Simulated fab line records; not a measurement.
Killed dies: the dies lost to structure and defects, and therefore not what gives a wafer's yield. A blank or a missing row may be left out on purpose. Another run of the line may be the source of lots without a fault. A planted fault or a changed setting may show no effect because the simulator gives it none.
A struck lot beside a sound one ; flow sky130 ; 32 out of 708 route steps
Sound: these wafers, L642.1, L642.5, L642.6. Struck: wafer L649.4 (left out: L649.3, L649.5 of the same lot, which were not struck); the cause appears at the end.
Per side, at each step with rows, come the tool, then ch with its chambers, and then its first start. Under that, the readings that differ: sound wafers ; struck wafers ; difference of the means ; sigmas: that difference in standard deviations of wafers without a fault.
alike: readings with means less than 2 such deviations apart, plus words and numbers identical on both sides. not compared: withheld readings, readings lacking a value on some wafer, bounds such as >300 that could conceal the same value, and numbers that have no deviation in the record and whose values overlap.
A row with sigmas, a row that says differs or no value, or rows on one side alone: a step with any of these is where the two part. Non-overlapping numbers with no deviation appear without sigmas and do not part them. A reading that every wafer of one side lacks parts them only if that side has two wafers or more.

first, 4 steps without rows for these wafers: SKY_CONTACT_STRIP_20 (strips in post etch residue remover, time 1200 s); SKY_CONTACT_CLEAN_21 (cleans in IPA, time 180 s); SKY_CONTACT_CLEAN_22 (cleans in O3/DIW); SKY_CONTACT_SPUTTER_23 (material TiN, target thk 20 nm, time 80 s).
SKY_CONTACT_CVD_24: deposits W, target thk 340 nm, time 102.12 s.
  sound on cvdW-02 ch 0,1, day 32 04:16; struck on cvdW-02 ch 1, day 34 16:19
  alike: heaterPowerW
SKY_CONTACT_RS_MEAS_25: a four-point-probe measurement.
  sound: filmMetro-03 at day 32 04:23; struck: filmMetro-01 at day 34 16:25
  alike: CONTACT_W_RS
SKY_CONTACT_THK_MEAS_26: measures by xrf.
  sound: filmMetro-03 at day 32 04:30; struck: filmMetro-01 at day 34 16:31
  alike: CONTACT_W_THK
then, 1 step without rows for these wafers: SKY_CONTACT_CMP_27 (polishes, stops on SiO2, t overpolish 15 s, target thk 0 nm).
SKY_METAL1_SPUTTER_00: material Ti, target thk 15 nm, time 10 s.
  sound: pvdSputter-04 at day 32 04:52; struck: pvdSputter-04 at day 34 16:52
  alike: throttleValvePct
then, 2 steps without rows for these wafers: SKY_METAL1_SPUTTER_01 (material TiN, target thk 20 nm, time 16.7 s); SKY_METAL1_SPUTTER_02 (material AlCu, target thk 250 nm, time 13.3 s).
SKY_METAL1_SPUTTER_03: material Ti, target thk 5 nm, time 3.3 s.
  sound: pvdSputter-04 at day 32 04:56; struck: pvdSputter-04 at day 34 16:56
reading;sound;struck;difference;sigmas
throttleValvePct (%);30.5 30.9 30.3;28.5;-2.1;-2
SKY_METAL1_SPUTTER_04: material TiN, target thk 70 nm, time 58.3 s.
  sound: pvdSputter-04 at day 32 04:57; struck: pvdSputter-04 at day 34 16:57
reading;sound;struck;difference;sigmas
model.TiN_of_METAL1_SPUTTER_04.thkNm (nm);71.37 71.53 69.97;78.77;+7.81;
  alike: throttleValvePct
SKY_METAL1_RS_MEAS_05: a four-point-probe measurement.
  sound: filmMetro-03 at day 32 05:00; struck: filmMetro-02 at day 34 17:02
  alike: METAL1_ALCU_RS
SKY_METAL1_THK_MEAS_06: measures by xrf.
  sound: filmMetro-03 at day 32 05:07; struck: filmMetro-02 at day 34 17:08
  alike: METAL1_ALCU_THK
then, 8 steps without rows for these wafers: SKY_METAL1_DEHYDRATE_07 (time 60 s); SKY_METAL1_HMDS_08 (prime time 60 s); SKY_METAL1_COAT_09 (resist thk 60 nm); SKY_METAL1_COAT_10 (resist thk 450 nm); SKY_METAL1_SOFTBAKE_11 (time 90 s); SKY_METAL1_EXPOSE_12 (exposes mask MM1, target cd 140 nm); SKY_METAL1_PEB_13; SKY_METAL1_DEVELOP_14 (develop time 60 s).
SKY_METAL1_CD_MEAS_15: the cd target is 140 nm.
  sound: cdSem-01 at day 33 08:02; struck: cdSem-02 at day 35 19:30
  alike: cdNm
SKY_METAL1_OVL_MEAS_16:
  sound: overlay-02 at day 33 08:09; struck: overlay-01 at day 35 19:35
  alike: METAL1_OVL
SKY_METAL1_DESCUM_17: chemistry O2, time 8 s.
  sound on rieMetal-04 ch 0,1, day 33 08:11; struck on rieMetal-02 ch 1, day 35 19:38
  alike: drypumpMotorCurrentA, oesProductAu
  not compared: rfHoursCounterH
then, 1 step without rows for these wafers: SKY_METAL1_ETCH_18 (etches BARC in N2/H2, stops on SiO2, time 45.9 s, target depth 60 nm).
SKY_METAL1_METAL_ETCH_19: etches the open film in Cl2/BCl3, stops on SiO2, target depth 360 nm, time 79.16 s.
  sound on rieMetal-04 ch 0,1, day 33 08:17; struck on rieMetal-02 ch 1, day 35 19:44
  alike: drypumpMotorCurrentA, oesProductAu, throttleValvePct
  not compared: rfHoursCounterH
then, 1 step without rows for these wafers: SKY_METAL1_STRIP_20 (strips in O2/N2).
SKY_METAL1_STRIP_21: strips in post etch residue remover, time 1200 s.
  sound on wetBench-01 ch 1, day 33 08:28; struck on wetBench-01 ch 3, day 35 19:54
reading;sound;struck;difference;sigmas
model.TiN_of_METAL1_SPUTTER_04.thkNm (nm);70.95 71.11 69.55;78.35;+7.81;
then, 2 steps without rows for these wafers: SKY_METAL1_CLEAN_22 (cleans in IPA, time 180 s); SKY_PAD_OPEN_PROBE_99.

WHERE THEY PART
At SKY_METAL1_SPUTTER_03 and nowhere else, as far as this record goes. Later steps at which nothing parts them and some readings are alike: SKY_METAL1_SPUTTER_04, SKY_METAL1_RS_MEAS_05, SKY_METAL1_THK_MEAS_06, SKY_METAL1_CD_MEAS_15, SKY_METAL1_OVL_MEAS_16, SKY_METAL1_DESCUM_17, SKY_METAL1_METAL_ETCH_19.

WHY: whatever the simulator had introduced
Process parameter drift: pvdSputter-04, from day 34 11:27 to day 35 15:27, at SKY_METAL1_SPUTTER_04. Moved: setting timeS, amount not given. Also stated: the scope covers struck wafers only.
